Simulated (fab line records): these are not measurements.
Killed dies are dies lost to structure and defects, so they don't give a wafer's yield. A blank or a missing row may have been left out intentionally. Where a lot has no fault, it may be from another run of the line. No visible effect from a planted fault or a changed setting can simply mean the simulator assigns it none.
Which of the tools did it? | flow gf180mcu | 33 wafers from 11 lots sampled at 6 of the route's 602 steps

== WHAT THE GAUGES READ, wafer by wafer ==
GF_POLY_GATE_CD_MEAS_18.
lot  | measured     | on       | cdNm (nm)
L321 | day 9 12:30  | cdSem-01 | 281.1 279.5 280.4
L322 | day 9 21:27  | cdSem-02 | 280.9 279.5 278.3
L324 | day 10 19:55 | cdSem-01 | 277.5 279.1 276.2
L325 | day 11 05:31 | cdSem-01 | 279.0 277.7 279.5
L327 | day 11 12:16 | cdSem-02 | 282.8 281.4 283.9
L328 | day 12 01:07 | cdSem-01 | 276.2 276.1 277.3
L336 | day 14 02:00 | cdSem-02 | 278.4 278.0 278.9
L337 | day 14 10:02 | cdSem-01 | 277.5 277.4 279.2
L339 | day 15 01:00 | cdSem-01 | 281.3 282.1 282.7
L340 | day 15 08:15 | cdSem-01 | 279.6 279.8 279.3
L341 | day 15 13:49 | cdSem-01 | 279.2 280.1 278.9

GF_PSD_RS_MEAS_14: uses a four-point probe to measure.
lot  | measured     | on           | NSD_RS (ohm/sq)
L321 | day 14 10:13 | filmMetro-03 | 46.22 46.21 46.32
L322 | day 14 23:50 | filmMetro-02 | 46.18 46.12 46.15
L324 | day 16 02:20 | filmMetro-01 | 46.03 46.07 46.13
L325 | day 16 13:50 | filmMetro-03 | 44.65 44.70 44.78 44.77 44.67 44.71
L327 | day 16 21:29 | filmMetro-03 | 44.70 44.78 44.83 44.77 44.67 44.68
L328 | day 17 12:58 | filmMetro-03 | 46.29 46.16 46.23
L336 | day 19 22:58 | filmMetro-03 | 46.23 46.26 46.12
L337 | day 20 07:53 | filmMetro-03 | 46.14 46.12 46.19
L339 | day 21 01:26 | filmMetro-02 | 46.01 46.03 45.96
L340 | day 21 09:26 | filmMetro-03 | 46.37 46.26 46.29
L341 | day 21 14:27 | filmMetro-01 | 46.19 46.12 46.17

== WHAT TOOL EACH LOT RAN ON (gives the tool, then ch and the chambers of the sampled wafers, and finally the start) ==
lot  | GF_HV_LDD_STRIP_10                  | GF_HV_LDD_STRIP_37                  | GF_NSD_IMPLANT_09               | GF_NSD_STRIP_11
L321 | plasmaAsher-04 ch 0,1, day 10 05:55 | plasmaAsher-01 ch 0,1, day 11 18:19 | implanter-02 ch 0, day 13 12:51 | plasmaAsher-03 ch 0,1, day 13 13:08
L322 | plasmaAsher-04 ch 0,1, day 10 15:59 | plasmaAsher-04 ch 0,1, day 12 06:28 | implanter-04 ch 0, day 14 01:49 | plasmaAsher-02 ch 0,1, day 14 02:04
L324 | plasmaAsher-04 ch 0,1, day 11 14:32 | plasmaAsher-04 ch 0,1, day 13 07:26 | implanter-02 ch 0, day 15 04:11 | plasmaAsher-01 ch 0,1, day 15 04:29
L325 | plasmaAsher-04 ch 0,1, day 12 00:23 | plasmaAsher-03 ch 0,1, day 13 17:27 | implanter-02 ch 0, day 15 15:27 | plasmaAsher-03 ch 0,1, day 15 15:45
L327 | plasmaAsher-03 ch 0,1, day 12 08:14 | plasmaAsher-03 ch 0, day 14 00:48   | implanter-02 ch 0, day 15 22:19 | plasmaAsher-02 ch 0,1, day 15 22:36
L328 | plasmaAsher-03 ch 0,1, day 12 21:09 | plasmaAsher-01 ch 0,1, day 14 15:32 | implanter-04 ch 0, day 16 14:08 | plasmaAsher-03 ch 0,1, day 16 14:25
L336 | plasmaAsher-03 ch 0,1, day 14 23:15 | plasmaAsher-03 ch 0, day 16 20:13   | implanter-02 ch 0, day 18 22:05 | plasmaAsher-03 ch 1, day 18 22:23
L337 | plasmaAsher-01 ch 0,1, day 15 07:00 | plasmaAsher-04 ch 0,1, day 17 03:39 | implanter-03 ch 0, day 19 06:13 | plasmaAsher-02 ch 0,1, day 19 06:29
L339 | plasmaAsher-01 ch 0,1, day 15 23:06 | plasmaAsher-04 ch 0,1, day 17 20:47 | implanter-03 ch 0, day 20 00:36 | plasmaAsher-03 ch 0,1, day 20 00:54
L340 | plasmaAsher-04 ch 0,1, day 16 05:53 | plasmaAsher-04 ch 0,1, day 18 04:54 | implanter-03 ch 0, day 20 08:53 | plasmaAsher-01 ch 0,1, day 20 09:11
L341 | plasmaAsher-04 ch 0,1, day 16 12:09 | plasmaAsher-03 ch 0,1, day 18 10:23 | implanter-02 ch 0, day 20 13:50 | plasmaAsher-01 ch 0,1, day 20 14:08
- GF_HV_LDD_STRIP_10: strips in O2/N2.
- GF_HV_LDD_STRIP_37: strips in O2/N2.
- GF_NSD_IMPLANT_09
- GF_NSD_STRIP_11: strips in O2/N2.

== WHAT THE TOOLS THEMSELVES READ (means of the sampled wafers that have a number; where no wafer has one, the mark that the record gives instead) ==
GF_HV_LDD_STRIP_10.
lot  | tool           | drypumpMotorCurrentA (A) | heaterPowerW (W) | oesProductAu (a.u.) | stripTimeToEndpointS (s)
L321 | plasmaAsher-04 | 5.8                      | 344              | 0.720               | 12.60
L322 | plasmaAsher-04 | 5.8                      | 351              | 0.718               | 12.62
L324 | plasmaAsher-04 | 5.8                      | 350              | 0.717               | 12.65
L325 | plasmaAsher-04 | 5.6                      | 335              | 0.711               | 12.65
L327 | plasmaAsher-03 | 6.3                      | 331              | 0.715               | 12.60
L328 | plasmaAsher-03 | 6.0                      | 341              | 0.718               | 12.61
L336 | plasmaAsher-03 | 6.3                      | 331              | 0.718               | 12.59
L337 | plasmaAsher-01 | 6.0                      | 336              | 0.720               | 12.66
L339 | plasmaAsher-01 | 6.0                      | 342              | 0.715               | 12.58
L340 | plasmaAsher-04 | 5.8                      | 350              | 0.718               | 12.62
L341 | plasmaAsher-04 | 5.8                      | 351              | 0.714               | 12.65

GF_HV_LDD_STRIP_37.
lot  | tool           | drypumpMotorCurrentA (A) | heaterPowerW (W) | oesProductAu (a.u.) | stripTimeToEndpointS (s)
L321 | plasmaAsher-01 | 6.0                      | 331              | 0.716               | 12.59
L322 | plasmaAsher-04 | 5.6                      | 342              | 0.718               | 12.59
L324 | plasmaAsher-04 | 5.8                      | 345              | 0.716               | 12.59
L325 | plasmaAsher-03 | 6.3                      | 333              | 0.717               | 12.59
L327 | plasmaAsher-03 | 5.7                      | 333              | 0.711               | 12.64
L328 | plasmaAsher-01 | 6.0                      | 330              | 0.712               | 12.66
L336 | plasmaAsher-03 | 5.8                      | 336              | 0.717               | 12.65
L337 | plasmaAsher-04 | 5.6                      | 338              | 0.711               | 12.65
L339 | plasmaAsher-04 | 5.8                      | 350              | 0.715               | 12.61
L340 | plasmaAsher-04 | 5.6                      | 345              | 0.717               | 12.59
L341 | plasmaAsher-03 | 6.3                      | 335              | 0.713               | 12.61

GF_NSD_IMPLANT_09.
lot  | tool         | beamEnergyKeV
L321 | implanter-02 | 60.002
L322 | implanter-04 | 60.010
L324 | implanter-02 | 59.996
L325 | implanter-02 | 64.961
L327 | implanter-02 | 64.933
L328 | implanter-04 | 59.997
L336 | implanter-02 | 59.992
L337 | implanter-03 | 59.996
L339 | implanter-03 | 60.033
L340 | implanter-03 | 60.015
L341 | implanter-02 | 59.992

GF_NSD_STRIP_11.
lot  | tool           | drypumpMotorCurrentA (A) | heaterPowerW (W) | oesProductAu (a.u.) | stripTimeToEndpointS (s)
L321 | plasmaAsher-03 | 6.2                      | 324              | 0.488               | 22.90
L322 | plasmaAsher-02 | 5.6                      | 352              | 0.489               | 22.95
L324 | plasmaAsher-01 | 6.0                      | 334              | 0.492               | 23.01
L325 | plasmaAsher-03 | 6.0                      | 334              | 0.477               | 23.72
L327 | plasmaAsher-02 | 5.6                      | 357              | 0.479               | 23.71
L328 | plasmaAsher-03 | 6.3                      | 337              | 0.490               | 22.95
L336 | plasmaAsher-03 | 6.5                      | 333              | 0.485               | 22.95
L337 | plasmaAsher-02 | 5.6                      | 360              | 0.486               | 22.97
L339 | plasmaAsher-03 | 6.2                      | 331              | 0.485               | 22.94
L340 | plasmaAsher-01 | 6.0                      | 334              | 0.491               | 22.99
L341 | plasmaAsher-01 | 6.0                      | 332              | 0.489               | 22.92

== THE ANSWER, worked out from the rows above alone ==
Rule: the usual values come from the lots themselves. Put in order of their means at a reading, lots are off if they are a third of the lots or fewer, leave a main group of 4 or more, and stand apart from it by a gap of 3 or more times the standard deviation of the main group's means; of several such gaps the widest counts. A main group is skipped when, at the precision printed for the reading in the tables above, its means are all equal. A lot without any number at a reading at which 4 lots or more have one is off too. The other lots that the step has rows for count as sound. After the gauges, taken in route order, come the tools' own readings; for these a lot's mean is taken, as printed above. At the first step where some lot is off, the reading lying furthest off is the one used; lots without a number count as furthest.
Off: L325, L327, seen at GF_PSD_RS_MEAS_14 (NSD_RS). The main group: mean 46.17 ohm/sq, standard deviation 0.087.
A tool fits if, at a process step before that reading, it ran every lot that is off, and no sound lot after the first of them. The gauges at GF_PSD_RS_MEAS_14 aren't tried: what is off there is off at GF_NSD_IMPLANT_09 too, on other tools, and a gauge's error can't cause that. No candidate that was tried fits.

== WHAT THE SIMULATOR HAD INSERTED ==
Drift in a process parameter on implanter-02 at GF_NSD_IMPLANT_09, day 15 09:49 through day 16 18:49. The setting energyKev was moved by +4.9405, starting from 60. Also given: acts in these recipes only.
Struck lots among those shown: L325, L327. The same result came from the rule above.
